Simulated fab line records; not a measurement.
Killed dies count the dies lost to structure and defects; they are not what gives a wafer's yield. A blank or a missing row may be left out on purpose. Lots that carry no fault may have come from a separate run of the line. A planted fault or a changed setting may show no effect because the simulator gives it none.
A lot that was struck, set against a sound lot + flow sky130 + 15 steps out of a route of 708
Sound: these wafers, L179.4, L179.5, L179.6. Struck: wafer L187.3. (L187.5, L187.6 of the same lot were not struck and are left out.) The cause comes at the end.
Each step with rows lists, per side, the tool, then ch with its chambers, then its first start. Under that, the readings that differ: sound wafers + struck wafers + difference of the means + sigmas: that difference in standard deviations of wafers without a fault.
alike: readings whose means differ by less than 2 such deviations, and words and numbers that are the same on both sides. not compared: withheld readings, readings that some wafer has no value for, bounds like >300 that may hide the same value, and numbers for which the record gives no deviation and whose values overlap.
The two part at a step that has a row with sigmas, a row that says differs or no value, or rows on one side only. When numbers do not overlap yet have no deviation, they are printed without sigmas and do not part them. A reading that every wafer of one side lacks parts them only if that side has two wafers or more.

first, 8 steps without rows for these wafers: SKY_FIELD_ISO_DEHYDRATE_05 (time 60 s); SKY_FIELD_ISO_HMDS_06 (prime time 60 s); SKY_FIELD_ISO_COAT_07 (resist thk 60 nm); SKY_FIELD_ISO_COAT_08 (resist thk 450 nm); SKY_FIELD_ISO_SOFTBAKE_09 (time 90 s); SKY_FIELD_ISO_EXPOSE_10 (exposes mask FOM, target cd 150 nm); SKY_FIELD_ISO_PEB_11; SKY_FIELD_ISO_DEVELOP_12 (develop time 60 s).
SKY_FIELD_ISO_CD_MEAS_13 targets a cd of 150 nm.
  sound on cdSem-01 at day 3 18:14; struck on cdSem-01 at day 5 12:10
  alike: cdNm
SKY_FIELD_ISO_ETCH_14: etches BARC in N2/H2, stops on SiO2, time 45.9 s, target depth 60 nm.
  sound on rieDiel-04 ch 0,1,3, day 3 18:18; struck on rieDiel-02 ch 1, day 5 12:14
  alike: drypumpMotorCurrentA, oesProductAu, runLengthS, throttleValvePct
  not compared: rfHoursCounterH
SKY_FIELD_ISO_ETCH_15: etches the open film in CHF3/O2, stops on Si, target depth 180 nm, time 72 s.
  sound on rieDiel-04 ch 0,1,3, day 3 18:20; struck on rieDiel-02 ch 1, day 5 12:17
  alike: O2_flow_sccm, drypumpMotorCurrentA, oesProductAu, runLengthS, throttleValvePct
  not compared: rfHoursCounterH
SKY_FIELD_ISO_STRIP_16: strips in O2/N2.
  sound on plasmaAsher-04 ch 0,1, day 3 18:26; struck on plasmaAsher-01 ch 0, day 5 12:22
  alike: drypumpMotorCurrentA, oesProductAu, stripTimeToEndpointS
  not compared: rfHoursCounterH
SKY_FIELD_ISO_ETCH_17: etches Si in HBr/Cl2/O2, target depth 342 nm, time 97.7 s.
  sound on rieSi-02 ch 0,3, day 3 18:30; struck on rieSi-02 ch 3, day 5 12:26
| reading                             | sound                | struck | difference | sigmas |
|-------------------------------------|----------------------|--------|------------|--------|
| runLengthS (s)                      | 126.2 125.3 126.3    | 129.5  | +3.6       | +10    |
| throttleValvePct (%)                | 25.678 25.665 25.644 | 25.624 | -0.038     | -3     |
| model.FIELD_ISO.featureDepthNm (nm) | 330.2 334.5 351.3    | 364.4  | +25.7      |        |
| model.etch.depthNm (nm)             | 330.2 334.5 351.3    | 364.4  | +25.7      |        |
  alike: O2_flow_sccm, drypumpMotorCurrentA, oesProductAu
  not compared: rfHoursCounterH
then, 1 step without rows for these wafers: SKY_FIELD_ISO_WET_ETCH_18 (etches Si3N4 in H3PO4, target depth 25 nm, time 286 s).
-- here the record skips 44 days between the struck wafers' starts before and after, leaving off in module FIELD_ISO and picking up in module PAD_OPEN (first step shown: number 708 of the route) --
SKY_PAD_OPEN_PROBE_99:
  sound on prober-01 at day 47 12:02; struck on prober-01 at day 49 12:05
| reading                               | sound                       | struck    | difference | sigmas |
|---------------------------------------|-----------------------------|-----------|------------|--------|
| killedAtContacts                      | 20 13 22                    | 31        | +13        | +3     |
| killedOpen                            | 44 33 48                    | 57        | +15        | +2     |
| model.etest.res_p_drift_20v.lineOhmUm | 1.082e+04 1.068e+04 1.2e+04 | 1.317e+04 | +2.003e+03 |        |
  alike: killed_at_M0_to_M3, killed_at_M4_up, killedAtFrontEnd, killedAtOther, killedDies, killedShort

## WHERE THEY PART
Last at SKY_PAD_OPEN_PROBE_99 as far as this record goes, first at SKY_FIELD_ISO_ETCH_17.

WHY: what the simulator had put in
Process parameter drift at SKY_FIELD_ISO_ETCH_17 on rieSi-02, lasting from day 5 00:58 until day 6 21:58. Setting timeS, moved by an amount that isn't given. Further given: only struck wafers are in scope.
